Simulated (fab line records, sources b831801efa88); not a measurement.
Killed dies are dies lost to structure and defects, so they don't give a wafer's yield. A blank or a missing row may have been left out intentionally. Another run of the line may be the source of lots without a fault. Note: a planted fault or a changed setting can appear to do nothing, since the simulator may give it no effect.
Split-lot trial ; flow sky130 ; 5 lots, 23 wafers read, on a route of 708 steps

## THE SPLIT ITSELF
At SKY_VIA3_CMP_02 (polishes SiO2), the setting leave-above-ref-nm was moved away from the recipe's 465 nm on 11 of the 23 wafers read, by -7.1% to +4.7%. This setting was run at the recipe's value on the other wafers.

## FROM THE SPLIT TO THE READING: what the file shows between them, 5 steps
- SKY_VIA3_EXPOSE_09: exposes mask VIM3, target cd 200 nm (also split here: dose-mj)
- SKY_VIA3_PEB_10
- SKY_VIA3_DEVELOP_11: develop time 60 s
- SKY_VIA3_CD_MEAS_12: target cd 200 nm
- SKY_VIA3_ETCH_14: etches BARC in N2/H2, stops on SiO2, time 45.9 s, target depth 60 nm

## THE READING
oes-product-au, in a.u., at SKY_VIA3_ETCH_15 (etches SiO2 in C4F8/O2/Ar, stops on TiN, target depth 507 nm, time 78 s). Fault-free wafers of this fab line usually give 0.946 a.u., standard deviation 0.0044 a.u.

wafer;tool, chamber at the split;leave-above-ref-nm as run, nm;against the recipe;oes-product-au, a.u.;against lot-mates on the recipe
L076.1;cmp-02, 2;465;recipe;0.945;-
L076.2;cmp-02, 3;449.3;-3.4%;0.929;-0.020
L076.4;cmp-02, 0;449.3;-3.4%;0.927;-0.022
L076.5;cmp-02, 0;449.3;-3.4%;0.928;-0.021
L076.6;cmp-02, 3;465;recipe;0.954;-
L079.1;cmp-02, 3;432;-7.1%;0.906;-0.037
L079.3;cmp-02, 1;432;-7.1%;0.905;-0.038
L079.4;cmp-02, 2;465;recipe;0.943;-
L079.5;cmp-02, 1;465;recipe;0.944;-
L079.6;cmp-02, 0;432;-7.1%;0.905;-0.038
L080.2;cmp-02, 3;486.7;+4.7%;0.961;+0.013
L080.3;cmp-02, 2;486.7;+4.7%;0.970;+0.022
L080.4;cmp-02, 1;465;recipe;0.952;-
L080.5;cmp-02, 0;465;recipe;0.943;-
L080.6;cmp-02, 1;486.7;+4.7%;0.981;+0.033
L084.3;cmp-01, 1;465;recipe;0.943;-
L084.4;cmp-01, 2;465;recipe;0.950;-
L084.6;cmp-01, 1;465;recipe;0.951;-
L083.1;cmp-01, 2;465;recipe;0.945;-
L083.3;cmp-01, 0;465;recipe;0.951;-
L083.4;cmp-01, 3,1;436.3;-6.2%;0.911;-0.038
L083.5;cmp-01, 0;465;recipe;0.951;-
L083.6;cmp-01, 3,1;436.3;-6.2%;0.904;-0.045
When a row names more than one chamber, that row covers several wafers, and the file does not tell which wafer ran in which chamber.

THE FIT
A straight line over all 23 wafers: oes-product-au changes by +0.00577 a.u. for each +1% of leave-above-ref-nm; r = +0.98; the points scatter about the line by 0.0048 a.u.
The same after taking each lot's own level away (the mean of its wafers on the recipe; 23 wafers): +0.00561 a.u. for each +1%; r = +0.97; scatter 0.0048 a.u.
According to that fit, moving leave-above-ref-nm by its largest amount changes the reading by 0.04 a.u.
From 0.9435 to 0.9495 a.u.: that is the span of the lots' own levels, equal to 1.4 times the standard deviation above.
The two slopes are in agreement: the lot-to-lot level therefore moves the slope only a little.
Check: -0.0416 a.u. against its lot-mates is what the line predicts for one of the wafers moved furthest among these (-7.1%) when that wafer is left out of the fit. It came out at -0.0375 a.u. against them.

## THESE WAFERS: OTHER SPLITS
Other splits were also applied to these wafers ahead of the reading. Each is held against what the fit with the lots' levels taken away leaves over:
other split on the same wafers;wafers away from the commonest value;r with oes-product-au (lot level and that fit taken away)
SKY_CAPM_SPUTTER_02 power-w;5;-0.20
SKY_VIA3_EXPOSE_09 dose-mj;5;+0.00

## THE WHOLE CHAIN: every reading that the file lists as answering this split, in the file's order
step;what it does;reading;change (the file's fit);r (the file's)
SKY_VIA3_CMP_02;polishes SiO2;SiO2_of_VIA3_HDPCVD_00.thk-nm (the simulator's own value, which no gauge read);+4.39 nm for each +1% of the setting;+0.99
SKY_VIA3_ETCH_15;etches SiO2 in C4F8/O2/Ar, stops on TiN, target depth 507 nm, time 78 s;oes-product-au;+0.00583 a.u. for each +1% of the setting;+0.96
SKY_VIA3_ETCH_15;etches SiO2 in C4F8/O2/Ar, stops on TiN, target depth 507 nm, time 78 s;VIA3.feature-depth-nm (the simulator's own value, which no gauge read);+4.45 nm for each +1% of the setting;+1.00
SKY_VIA3_ETCH_15;etches SiO2 in C4F8/O2/Ar, stops on TiN, target depth 507 nm, time 78 s;etch.depth-nm (the simulator's own value, which no gauge read);+4.3 nm for each +1% of the setting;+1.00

## FILE'S OWN FIT
oes-product-au changes by +0.00583 a.u. for each +1% of leave-above-ref-nm, r = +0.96.
